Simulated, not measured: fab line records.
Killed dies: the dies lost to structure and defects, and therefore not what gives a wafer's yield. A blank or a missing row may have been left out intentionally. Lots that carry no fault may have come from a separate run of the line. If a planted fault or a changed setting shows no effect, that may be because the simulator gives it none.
Which of the tools did it? + flow gf180mcu + 7 lots, 21 wafers sampled, at 2 steps of a route of 602

WHAT THE GAUGES SHOWED, per wafer
GF_M4_RS_MEAS_05: a four-point-probe measurement.
| lot  | measured     | on           | M4_ALCU_RS (ohm/sq)  |
|------|--------------|--------------|----------------------|
| L908 | day 22 19:23 | filmMetro-04 | 0.0698 0.0691 0.0697 |
| L911 | day 24 02:01 | filmMetro-02 | 0.0697 0.0696 0.0696 |
| L913 | day 24 13:29 | filmMetro-04 | 0.0691 0.0706 0.0691 |
| L915 | day 25 09:59 | filmMetro-03 | 0.0693 0.0692 0.0691 |
| L922 | day 28 01:23 | filmMetro-03 | 0.0705 0.0688 0.0691 |
| L927 | day 29 03:25 | filmMetro-03 | 0.0709 0.0696 0.0695 |
| L928 | day 29 08:34 | filmMetro-02 | 0.0687 0.0691 0.0688 |

EACH LOT AND THE TOOL THAT RAN IT (in order: tool; ch and the chambers of the sampled wafers; start)
| lot  | GF_M4_SPUTTER_02            |
|------|-----------------------------|
| L908 | pvdSputter-02, day 22 19:18 |
| L911 | pvdSputter-01, day 24 01:55 |
| L913 | pvdSputter-03, day 24 13:23 |
| L915 | pvdSputter-01, day 25 09:53 |
| L922 | pvdSputter-02, day 28 01:17 |
| L927 | pvdSputter-03, day 29 03:19 |
| L928 | pvdSputter-01, day 29 08:27 |
- GF_M4_SPUTTER_02: material AlCu, target thk 450 nm, time 23.9 s.

THE ANSWER, worked out from the rows above alone
Rule: what is usual is taken from the lots themselves. Put in order of their means at a reading, lots are off if they are a third of the lots or fewer, leave a main group of 4 or more, and stand apart from it by a gap of 3 or more times the standard deviation of the main group's means; of several such gaps the widest counts. The tables above print the reading to a certain number of digits; a main group whose means all agree to those digits is not used. Also off: a lot with no number at a reading for which 4 or more lots have one. All remaining lots with rows at the step are treated as sound.
No lot is off on any of the readings shown, so nothing can be concluded from this.

WHAT THE SIMULATOR HAD PUT IN
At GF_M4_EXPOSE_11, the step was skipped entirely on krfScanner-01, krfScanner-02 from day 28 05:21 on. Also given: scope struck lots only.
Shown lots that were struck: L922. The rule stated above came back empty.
